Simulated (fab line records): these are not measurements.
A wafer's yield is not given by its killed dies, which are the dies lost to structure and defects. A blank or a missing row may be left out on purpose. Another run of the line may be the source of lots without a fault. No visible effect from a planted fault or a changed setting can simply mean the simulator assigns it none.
A struck lot beside a sound one	flow sky130	21 steps out of a route of 708
Sound: the wafers L403.1, L403.5, L403.6. The struck wafers were L419.2, L419.4, L419.6. The cause is given at the end.
Per side, at each step with rows, come the tool, then ch with its chambers, and then its first start. Under that, the readings that differ: sound wafers	struck wafers	difference of the means	sigmas: that difference in standard deviations of wafers without a fault.
alike: readings with means less than 2 such deviations apart, plus words and numbers identical on both sides. not compared: withheld readings, readings lacking a value on some wafer, bounds such as >300 that could conceal the same value, and numbers that have no deviation in the record and whose values overlap.
Wherever a step has rows on one side only, a row that says differs or no value, or a row with sigmas, the two part there. Non-overlapping numbers with no deviation appear without sigmas and do not part them. A reading that every wafer of one side lacks parts them only if that side has two wafers or more.

SKY_POLY_GATE_CD_MEAS_22:
  sound on cd sem-02, day 18 21:12; struck on cd sem-02, day 23 17:59
  alike: cd nm
then, 7 steps without rows for these wafers: SKY_LDD_N_DEHYDRATE_00 (time 60 s); SKY_LDD_N_HMDS_01 (prime time 60 s); SKY_LDD_N_COAT_02 (resist thk 300 nm); SKY_LDD_N_SOFTBAKE_03 (time 60 s); SKY_LDD_N_EXPOSE_04 (exposes mask NTM, target cd 840 nm); SKY_LDD_N_PEB_05; SKY_LDD_N_DEVELOP_06 (develop time 60 s).
SKY_LDD_N_OVL_MEAS_07:
  sound on overlay-02, day 20 04:11; struck on overlay-02, day 24 23:13
  alike: LDD_N_OVL
then, 3 steps without rows for these wafers: SKY_LDD_N_IMPLANT_08; SKY_LDD_N_IMPLANT_09; SKY_LDD_N_IMPLANT_10.
SKY_LDD_N_IMPLANT_11:
  sound on implanter-04 ch 0, day 20 04:41; struck on implanter-04 ch 0, day 24 23:43
reading	sound	struck	difference	sigmas
beam on s (s)	10.14 9.78 10.22	55.70 58.53 58.21	+47.43	+99 or more
dose ions cm2	7.499e+13 7.482e+13 7.503e+13	4.4444e+14 4.4422e+14 4.4436e+14	+3.6939e+14	+99 or more
then, 4 steps without rows for these wafers: SKY_LDD_N_IMPLANT_12; SKY_LDD_N_IMPLANT_13; SKY_LDD_N_IMPLANT_14; SKY_LDD_N_IMPLANT_15.
SKY_LDD_N_STRIP_16: strips in O2/N2.
  sound on plasma asher-01 ch 0,1, day 20 05:26; struck on plasma asher-04 ch 0,1, day 25 00:26
reading	sound	struck	difference	sigmas
strip time to endpoint s (s)	4.310 4.320 4.338	5.229 5.211 5.200	+0.891	+59
  alike: drypump motor current A, oes product au
  not compared: rf hours counter h
SKY_LDD_N_TW_MEAS_17:
  sound on film metro-04, day 20 05:32; struck on film metro-04, day 25 00:33
reading	sound	struck	difference	sigmas
LDD_N_TW	2555 2528 2530	2863 2878 2879	+336	+10
then, 1 step without rows for these wafers: SKY_LDD_P_DEHYDRATE_00 (time 60 s).
-- here the record skips 25 days between the struck wafers' starts before and after, leaving off in module LDD_P and picking up in module PAD_OPEN (first step shown: number 708 of the route) --
SKY_PAD_OPEN_PROBE_99:
  sound on prober-01, day 47 13:32; struck on prober-02, day 50 09:04
reading	sound	struck	difference	sigmas
model.etest.tip n.rs ohm sq	437.2 438.3 439.8	294 293.7 295	-144	
model.etest.nfet_01v8.r on ohm um	824.5 818 828.3	780.1 780.4 779.2	-43.7	
model.etest.nfet_01v8_lvt.drive ua um	580.1 587.8 579.5	614 614.4 609.2	+30	
model.etest.nfet_01v8.drive ua um	512 510.6 501.6	542.1 538.9 532.7	+29.8	
model.etest.nfet_01v8_turned.drive ua um	513.4 512.7 504.9	542.1 536 528.2	+25.1	
model.etest.sram nfet pass.drive ua um	483.4 512 491	519.1 515.8 518.3	+22.3	
model.etest.nfet_01v8_swapped.drive ua um	505.2 514.4 502.8	537.4 529.8 523.1	+22.6	
  alike: killed_at_M0_to_M3, killed_at_M4_up, killed at contacts, killed at front end, killed at other, killed dies, killed open, killed short
  not compared: model.etest.tip n.rs ohm sq range

## WHERE THEY PART
Last at SKY_LDD_N_TW_MEAS_17 as far as this record goes, first at SKY_LDD_N_IMPLANT_11. Later steps at which nothing parts them and some readings are alike: SKY_PAD_OPEN_PROBE_99.

WHY: what the simulator had put in
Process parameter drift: implanter-04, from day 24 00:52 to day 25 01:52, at SKY_LDD_N_IMPLANT_11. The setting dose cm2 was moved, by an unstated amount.
